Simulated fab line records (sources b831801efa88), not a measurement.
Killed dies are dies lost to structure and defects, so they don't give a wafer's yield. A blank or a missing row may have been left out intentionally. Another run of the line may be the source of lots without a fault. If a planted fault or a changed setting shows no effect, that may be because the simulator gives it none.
Which tool did it? || flow sky130 || Sampling: 6 lots, 18 wafers, 2 of 708 route steps

WHAT THE GAUGES SHOWED, per wafer
SKY_VIA4_THK_MEAS_20: measures by xrf.
{"lot": "L453", "measured": "day 42 20:49", "on": "film_metro-03", "VIA4_W_THK (nm)": "502 503 507"}
{"lot": "L455", "measured": "day 43 11:58", "on": "film_metro-03", "VIA4_W_THK (nm)": "509 510 509"}
{"lot": "L457", "measured": "day 44 03:35", "on": "film_metro-03", "VIA4_W_THK (nm)": "504 508 511"}
{"lot": "L460", "measured": "day 44 17:50", "on": "film_metro-04", "VIA4_W_THK (nm)": "492 485 489"}
{"lot": "L462", "measured": "day 45 14:46", "on": "film_metro-03", "VIA4_W_THK (nm)": "509 503 502"}
{"lot": "L475", "measured": "day 48 20:59", "on": "film_metro-04", "VIA4_W_THK (nm)": "499 504 497"}

WHAT TOOL EACH LOT RAN ON (gives the tool, then ch and the chambers of the sampled wafers, and finally the start)
{"lot": "L453", "SKY_CONTACT_CMP_27": "cmp-01 ch 0,1,2, day 31 15:46"}
{"lot": "L455", "SKY_CONTACT_CMP_27": "cmp-01 ch 0,1,2, day 32 07:51"}
{"lot": "L457", "SKY_CONTACT_CMP_27": "cmp-01 ch 0,3, day 33 04:23"}
{"lot": "L460", "SKY_CONTACT_CMP_27": "cmp-01 ch 0,2, day 33 23:02"}
{"lot": "L462", "SKY_CONTACT_CMP_27": "cmp-02 ch 0,1,3, day 34 21:58"}
{"lot": "L475", "SKY_CONTACT_CMP_27": "cmp-01 ch 0,2,3, day 39 05:43"}
- SKY_CONTACT_CMP_27: polishes, stops on SiO2, t overpolish 15 s, target thk 0 nm.

THE ANSWER, worked out from the rows above alone
Rule: the usual values come from the lots themselves. Put in order of their means at a reading, lots are off if they are a third of the lots or fewer, leave a main group of 4 or more, and stand apart from it by a gap of 3 or more times the standard deviation of the main group's means; of several such gaps the widest counts. A main group is skipped when, at the precision printed for the reading in the tables above, its means are all equal. Also off: a lot with no number at a reading for which 4 or more lots have one. All remaining lots with rows at the step are treated as sound.
Off: at SKY_VIA4_THK_MEAS_20 (VIA4_W_THK), L460. For the main group the mean is 505 nm and the standard deviation 3.2.
If a tool, at a process step before that reading, ran all the lots that are off and no sound lot after the first of them, it fits. Gauges at SKY_VIA4_THK_MEAS_20: tried the same way as those tools. None of those tried fits.

WHAT THE SIMULATOR HAD INSERTED
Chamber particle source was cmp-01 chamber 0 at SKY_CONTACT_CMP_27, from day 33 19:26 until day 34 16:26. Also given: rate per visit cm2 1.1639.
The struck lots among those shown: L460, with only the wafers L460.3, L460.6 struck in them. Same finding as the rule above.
